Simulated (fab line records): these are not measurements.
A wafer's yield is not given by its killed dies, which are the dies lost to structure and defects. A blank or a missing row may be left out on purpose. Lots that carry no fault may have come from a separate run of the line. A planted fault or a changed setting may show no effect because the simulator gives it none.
Comparing a struck lot with a sound one / flow sky130 / 18 steps out of a route of 708
Sound: the wafers L497.1, L497.2, L497.3. Struck: wafer L498.6 (left out: L498.5, a lot-mate that was not struck); the cause follows at the end.
For every step that has rows: the tool of each side, followed by ch and its chambers, followed by its first start. Under that, the readings that differ: sound wafers / struck wafers / difference of the means / sigmas: that difference in standard deviations of wafers without a fault.
alike: words and numbers the same on both sides, and readings whose means are apart by under 2 such deviations; not compared: readings that were withheld, readings missing a value for some wafer, numbers with overlapping values and no deviation given by the record, and bounds like >300 which may hide the same value.
Wherever a step has rows on one side only, a row that says differs or no value, or a row with sigmas, the two part there. When numbers do not overlap yet have no deviation, they are printed without sigmas and do not part them. A reading that every wafer of one side lacks parts them only if that side has two wafers or more.

first, 3 steps without rows for these wafers: SKY_VIA1_EXPOSE_09 (exposes mask VIM, target cd 150 nm); SKY_VIA1_PEB_10; SKY_VIA1_DEVELOP_11 (develop time 60 s).
SKY_VIA1_CD_MEAS_12: the cd target is 150 nm.
  sound on cd_sem-01, day 38 07:25; struck on cd_sem-02, day 38 13:28
reading=cd_nm (nm); sound=150.7 149.6 153.0; struck=146.9; difference=-4.2; sigmas=-2
SKY_VIA1_OVL_MEAS_13:
  sound on overlay-01, day 38 07:32; struck on overlay-02, day 38 13:32
  alike: VIA1_OVL
SKY_VIA1_ETCH_14: etches BARC in N2/H2, stops on SiO2, time 45.9 s, target depth 60 nm.
  sound on rie_diel-02 ch 1,2,3, day 38 07:34; struck on rie_diel-01 ch 0, day 38 13:34
reading=drypump_motor_current_A (A); sound=5.7 5.2 5.2; struck=6.4; difference=+1.0; sigmas=+3
  alike: oes_product_au, throttle_valve_pct
  not compared: rf_hours_counter_h
SKY_VIA1_ETCH_15: etches SiO2 in C4F8/O2/Ar, stops on TiN, target depth 351 nm, time 54 s.
  sound on rie_diel-02 ch 1,2,3, day 38 07:36; struck on rie_diel-01 ch 0, day 38 13:37
  alike: oes_product_au
  not compared: rf_hours_counter_h
SKY_VIA1_STRIP_16: strips in O2/N2.
  sound on plasma_asher-01 ch 0,1, day 38 07:39; struck on plasma_asher-01 ch 0, day 38 13:42
reading=oes_product_au (a.u.); sound=0.420 0.426 0.413; struck=0.407; difference=-0.013; sigmas=-3
  alike: drypump_motor_current_A, strip_time_to_endpoint_s
  not compared: rf_hours_counter_h
then, 3 steps without rows for these wafers: SKY_VIA1_STRIP_17 (strips in post etch residue remover, time 1200 s); SKY_VIA1_CLEAN_18 (cleans in IPA, time 180 s); SKY_VIA1_CLEAN_19 (cleans in O3/DIW).
SKY_VIA1_SPUTTER_20: material TiN, target thk 20 nm, time 80 s.
  sound on pvd_sputter-03, day 38 08:39; struck on pvd_sputter-01, day 38 14:17
  alike: throttle_valve_pct
SKY_VIA1_CVD_21: deposits W, target thk 270 nm, time 80.902 s.
  sound on cvd_w-02 ch 0,1, day 38 08:43; struck on cvd_w-01 ch 0, day 38 14:23
reading=heater_power_outer_w (W); sound=579 538 529; struck=802; difference=+253; sigmas=+3
reading=heater_power_w (W); sound=917 908 865; struck=1207; difference=+310; sigmas=+2
reading=model.W_of_VIA1_CVD_21.thk_nm (nm); sound=271.5 272 271.3; struck=365.7; difference=+94.1; sigmas=
  not compared: since_wet_clean_h
SKY_VIA1_RS_MEAS_22: the measuring method here is four-point-probe.
  sound on film_metro-03, day 38 08:49; struck on film_metro-03, day 38 14:30
reading=VIA1_W_RS (ohm/sq); sound=0.423 0.423 0.424; struck=0.313; difference=-0.110; sigmas=-24
SKY_VIA1_THK_MEAS_23: measures by xrf.
  sound on film_metro-03, day 38 08:56; struck on film_metro-03, day 38 14:35
reading=VIA1_W_THK (nm); sound=274 272 274; struck=369; difference=+96; sigmas=+29
SKY_VIA1_CMP_24: polishes, stops on SiO2, t overpolish 15 s, target thk 0 nm.
  sound on cmp-01 ch 0,1,2, day 38 08:59; struck on cmp-01 ch 0, day 38 14:48
reading=time_to_endpoint_s (s); sound=69.1 66.5 68.8; struck=89.4; difference=+21.3; sigmas=+9
  alike: motor_current_A
SKY_METAL2_SPUTTER_00: material Ti, target thk 15 nm, time 10 s.
  sound on pvd_sputter-04, day 38 09:17; struck on pvd_sputter-04, day 38 14:55
  alike: throttle_valve_pct
-- the record jumps here: 11 days lie between the struck wafers' starts before and after (it left off in module METAL2 and takes up again in module PAD_OPEN, whose first step shown is number 708 of the route) --
SKY_PAD_OPEN_PROBE_99:
  only the struck wafers here have rows in the record (prober-01, day 49 06:34); the sound ones have none

== WHERE THEY PART ==
At SKY_VIA1_CD_MEAS_12 first; at SKY_PAD_OPEN_PROBE_99 last (within this record only).

WHY: what the simulator had put in
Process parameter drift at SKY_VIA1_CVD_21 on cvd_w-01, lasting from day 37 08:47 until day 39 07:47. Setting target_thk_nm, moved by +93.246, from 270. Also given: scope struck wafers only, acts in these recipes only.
